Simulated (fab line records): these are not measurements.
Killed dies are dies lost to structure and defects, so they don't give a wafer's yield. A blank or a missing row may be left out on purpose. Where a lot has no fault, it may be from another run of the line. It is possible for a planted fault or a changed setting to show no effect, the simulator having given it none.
Which tool is to blame?    flow sky130    12 lots with 35 wafers sampled at 4 steps, on a route of 708 steps

## WHAT THE GAUGES READ, wafer by wafer
SKY_CAP2M_THK_MEAS_01.
lot   measured      on             CAP2M_CVD_00_THK (nm)
L240  day 39 18:40  film metro-02  15.16 14.95 15.40
L241  day 40 04:16  film metro-02  15.76 15.31 15.93
L242  day 40 05:28  film metro-04  15.59 15.83 15.62
L245  day 41 06:31  film metro-04  15.38 15.81 15.72
L246  day 41 12:59  film metro-04  15.18 15.45 15.45
L252  day 43 11:55  film metro-04  15.47 15.45
L257  day 44 16:18  film metro-03  15.47 15.82 15.43
L258  day 44 21:57  film metro-03  15.39 15.32 15.82
L259  day 45 03:55  film metro-03  15.49 15.60 15.58
L263  day 46 04:56  film metro-04  15.41 15.56 15.99
L261  day 46 07:59  film metro-02  15.25 15.37 15.36
L262  day 46 08:17  film metro-03  15.51 15.24 15.81

SKY_PAD_OPEN_BOW_MEAS_13.
lot   measured      on             PAD_OPEN_BOW (um)
L240  day 45 19:16  film metro-03  29 51 39
L241  day 46 01:41  film metro-03  54 45 60
L242  day 46 05:39  film metro-04  48 58 40
L245  day 47 01:41  film metro-02  67 61 60
L246  day 47 09:22  film metro-03  49 50 30
L252  day 48 23:10  film metro-02  35 44
L257  day 49 21:01  film metro-02  42 48 35
L258  day 50 00:04  film metro-02  62 50 56
L259  day 50 06:39  film metro-02  57 40 46
L263  day 51 00:16  film metro-02  39 42 63
L261  day 51 02:01  film metro-04  57 36 46
L262  day 51 03:31  film metro-04  42 40 29

## TOOL THAT RAN EACH LOT (tool first, then ch and the chambers of the sampled wafers, then the start)
lot   SKY_METAL4_SPUTTER_04         SKY_PAD_OPEN_ETCH_07
L240  pvd sputter-03, day 39 18:36  rie diel-02 ch 0,1,3, day 45 16:49
L241  pvd sputter-04, day 40 04:11  rie diel-03 ch 0,2,3, day 45 23:28
L242  pvd sputter-01, day 40 05:23  rie diel-03 ch 2,3, day 46 03:25
L245  pvd sputter-01, day 41 06:26  rie diel-02 ch 0,1,2, day 46 23:28
L246  pvd sputter-04, day 41 12:55  rie diel-02 ch 0,1,2, day 47 07:07
L252  pvd sputter-01, day 43 11:49  rie diel-02 ch 2, day 48 20:40
L257  pvd sputter-01, day 44 16:13  rie diel-03 ch 1,3, day 49 18:34
L258  pvd sputter-03, day 44 21:53  rie diel-03 ch 2,3, day 49 21:52
L259  pvd sputter-01, day 45 03:50  rie diel-03 ch 1,2,3, day 50 04:25
L263  pvd sputter-03, day 46 04:52  rie diel-03 ch 0,1,3, day 50 22:04
L261  pvd sputter-04, day 46 07:55  rie diel-03 ch 0,1, day 50 23:49
L262  pvd sputter-03, day 46 08:13  rie diel-03 ch 1,2,3, day 51 00:10
- SKY_METAL4_SPUTTER_04: material TiN, target thk 70 nm, time 58.3 s.
- SKY_PAD_OPEN_ETCH_07: etches the open film in CF4/O2, stops on AlCu, target depth 725 nm, time 161.1 s.

## AS READ BY THE TOOLS THEMSELVES (means over the sampled wafers that have a number; for cases with no such wafer, the mark the record gives instead)
SKY_METAL4_SPUTTER_04.
lot   tool            throttle valve pct (%)
L240  pvd sputter-03  31.0
L241  pvd sputter-04  28.4
L242  pvd sputter-01  29.5
L245  pvd sputter-01  29.2
L246  pvd sputter-04  29.6
L252  pvd sputter-01  29.2
L257  pvd sputter-01  29.5
L258  pvd sputter-03  31.0
L259  pvd sputter-01  28.9
L263  pvd sputter-03  30.9
L261  pvd sputter-04  29.7
L262  pvd sputter-03  30.8

SKY_PAD_OPEN_ETCH_07.
lot   tool         drypump motor current A (A)  oes product au (a.u.)  throttle valve pct (%)
L240  rie diel-02  5.9                          0.975                  5.962
L241  rie diel-03  5.6                          0.978                  5.963
L242  rie diel-03  5.9                          0.981                  5.972
L245  rie diel-02  5.6                          0.978                  5.971
L246  rie diel-02  5.7                          0.974                  5.961
L252  rie diel-02  5.2                          0.941                  5.957
L257  rie diel-03  5.9                          0.981                  5.964
L258  rie diel-03  5.8                          0.975                  5.965
L259  rie diel-03  5.8                          0.973                  5.961
L263  rie diel-03  5.5                          0.986                  5.980
L261  rie diel-03  5.2                          0.979                  5.965
L262  rie diel-03  5.8                          0.978                  5.968

## THE ANSWER, worked out from the rows above alone
Rule: the usual values come from the lots themselves. The widest of any qualifying gaps counts: lots, ordered by their means at a reading, are off when they make up no more than a third of the lots, leave a main group of 4 or more, and stand apart from it by 3 or more times the standard deviation of that group's means. Not used: any main group whose means are identical at the precision the tables above print for the reading. A lot without any number at a reading at which 4 lots or more have one is off too. The other lots that the step has rows for count as sound. First the gauges in route order, then the tools' own readings, where a lot's mean is used as printed above. The first step at which some lot is off is used, and at that step the reading that is off furthest; a lot without a number counts as furthest.
Off: L252, at SKY_PAD_OPEN_ETCH_07 (oes product au). For the main group the mean is 0.978 a.u. and the standard deviation 0.0036.
A tool fits if, at that step or a process step before it, it ran every lot that is off, and no sound lot after the first of them. One candidate fits, namely rie diel-02 at SKY_PAD_OPEN_ETCH_07. A fault onset in the window from L246 (day 47 07:07, its last sound lot) to L252 (day 48 20:40, its first lot off) fits.
On the lots that are off, the tool's own readings at SKY_PAD_OPEN_ETCH_07 differ by more than 5 times the standard deviation of the sound lots' means, which bears it out; oes product au reads 0.941 a.u. there versus 0.978 a.u. on the sound lots.

## WHAT THE SIMULATOR PUT IN
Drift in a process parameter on rie diel-02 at SKY_PAD_OPEN_ETCH_07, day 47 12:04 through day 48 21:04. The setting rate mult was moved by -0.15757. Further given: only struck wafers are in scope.
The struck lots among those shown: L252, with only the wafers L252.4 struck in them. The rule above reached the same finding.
